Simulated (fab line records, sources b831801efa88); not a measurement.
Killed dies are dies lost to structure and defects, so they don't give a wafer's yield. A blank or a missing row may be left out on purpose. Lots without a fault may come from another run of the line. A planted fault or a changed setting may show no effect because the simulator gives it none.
Which tool did it? | flow gf180mcu | 13 lots, 39 wafers sampled, at 3 steps of a route of 602

WHAT THE GAUGES READ, wafer by wafer
GF_MVSD_OVL_MEAS_07.
lot  | measured    | on         | MVSD_OVL (nm)
L172 | day 4 07:55 | overlay-02 | 0.2 -0.2 -1.2
L173 | day 4 16:29 | overlay-01 | -0.3 1.6 0.9
L174 | day 4 21:22 | overlay-01 | 0.7 0.5 -0.1
L177 | day 5 14:43 | overlay-02 | 0.2 0.1 0.4
L179 | day 6 01:22 | overlay-01 | -1.8 -0.2 -0.6
L181 | day 6 15:04 | overlay-02 | -0.3 -0.5 0.6
L182 | day 6 18:55 | overlay-02 | -2.8 0.1 -0.8
L183 | day 7 00:28 | overlay-01 | -0.2 1.3 -2.7
L184 | day 7 06:52 | overlay-01 | -1.4 -1.6 -0.5
L185 | day 7 14:27 | overlay-01 | -0.7 -0.9 -1.0
L188 | day 8 06:40 | overlay-02 | -0.5 -0.5 -0.9
L192 | day 9 06:55 | overlay-01 | 0.4 1.9 -0.3
L193 | day 9 11:53 | overlay-01 | -1.1 -1.0 -2.6

GF_HV_LDD_CD_MEAS_31: target cd 400 nm.
lot  | measured     | on        | cd_nm (nm)
L172 | day 11 11:41 | cd_sem-01 | 400.9 403.8 403.1
L173 | day 11 19:14 | cd_sem-02 | 398.9 398.5 397.5
L174 | day 12 03:43 | cd_sem-02 | 403.2 404.5 404.3
L177 | day 13 01:11 | cd_sem-02 | 404.1 405.0 400.7
L179 | day 13 18:23 | cd_sem-02 | 397.1 397.5 398.2
L181 | day 14 11:43 | cd_sem-01 | 400.7 399.5 399.3
L182 | day 14 19:23 | cd_sem-02 | 396.4 397.3 399.5
L183 | day 14 22:17 | cd_sem-01 | 396.2 397.3 396.3
L184 | day 15 06:24 | cd_sem-02 | 401.1 401.9 401.6
L185 | day 15 20:23 | cd_sem-01 | 399.2 403.8 401.2
L188 | day 16 17:52 | cd_sem-02 | 399.1 399.6 401.8
L192 | day 18 01:15 | cd_sem-01 | 393.8 406.9 409.0
L193 | day 18 10:06 | cd_sem-02 | 401.5 416.0 401.4

WHICH TOOL RAN EACH LOT (tool, then ch and the chambers of the sampled wafers, then the start)
lot  | GF_HV_LDD_DEVELOP_30
L172 | litho_track-02 ch 0, day 11 11:32
L173 | litho_track-04 ch 0, day 11 19:05
L174 | litho_track-03 ch 0, day 12 03:35
L177 | litho_track-02 ch 0, day 13 01:02
L179 | litho_track-04 ch 0, day 13 18:14
L181 | litho_track-02 ch 0, day 14 11:34
L182 | litho_track-04 ch 0, day 14 19:14
L183 | litho_track-04 ch 0, day 14 22:08
L184 | litho_track-03 ch 0, day 15 06:15
L185 | litho_track-04 ch 0, day 15 20:14
L188 | litho_track-04 ch 0, day 16 17:43
L192 | litho_track-03 ch 0, day 18 01:06
L193 | litho_track-03 ch 0, day 18 09:57
- GF_HV_LDD_DEVELOP_30: develop time 60 s.

WHAT THE TOOLS THEMSELVES READ (means of the sampled wafers that have a number; where no wafer has one, the mark that the record gives instead)
GF_HV_LDD_DEVELOP_30.
lot  | tool           | exhaust_pa (Pa) | resist_line_temp_C (C)
L172 | litho_track-02 | 43.9            | 23.02
L173 | litho_track-04 | 45.0            | 23.05
L174 | litho_track-03 | 44.4            | 23.15
L177 | litho_track-02 | 45.2            | 23.05
L179 | litho_track-04 | 45.1            | 22.92
L181 | litho_track-02 | 44.6            | 22.90
L182 | litho_track-04 | 44.1            | 22.87
L183 | litho_track-04 | 45.8            | 23.06
L184 | litho_track-03 | 44.6            | 23.06
L185 | litho_track-04 | 44.6            | 22.98
L188 | litho_track-04 | 46.2            | 23.05
L192 | litho_track-03 | 44.0            | 22.86
L193 | litho_track-03 | 45.2            | 23.04

THE ANSWER, worked out from the rows above alone
Rule: what is usual is taken from the lots themselves. Put in order of their means at a reading, lots are off if they are a third of the lots or fewer, leave a main group of 4 or more, and stand apart from it by a gap of 3 or more times the standard deviation of the main group's means; of several such gaps the widest counts. A main group whose means are all the same, to the digits that the tables above print for the reading, isn't used. A lot without any number at a reading at which 4 lots or more have one is off too. The other lots that the step has rows for count as sound. The gauges are gone through in route order, then the tools' own readings, and for those a lot's mean is taken as printed above. The first step at which some lot is off is used, and at that step the reading that is off furthest; a lot without a number counts as furthest.
No lot is off at any reading shown: from this, nothing can be told.

WHAT THE SIMULATOR HAD PUT IN
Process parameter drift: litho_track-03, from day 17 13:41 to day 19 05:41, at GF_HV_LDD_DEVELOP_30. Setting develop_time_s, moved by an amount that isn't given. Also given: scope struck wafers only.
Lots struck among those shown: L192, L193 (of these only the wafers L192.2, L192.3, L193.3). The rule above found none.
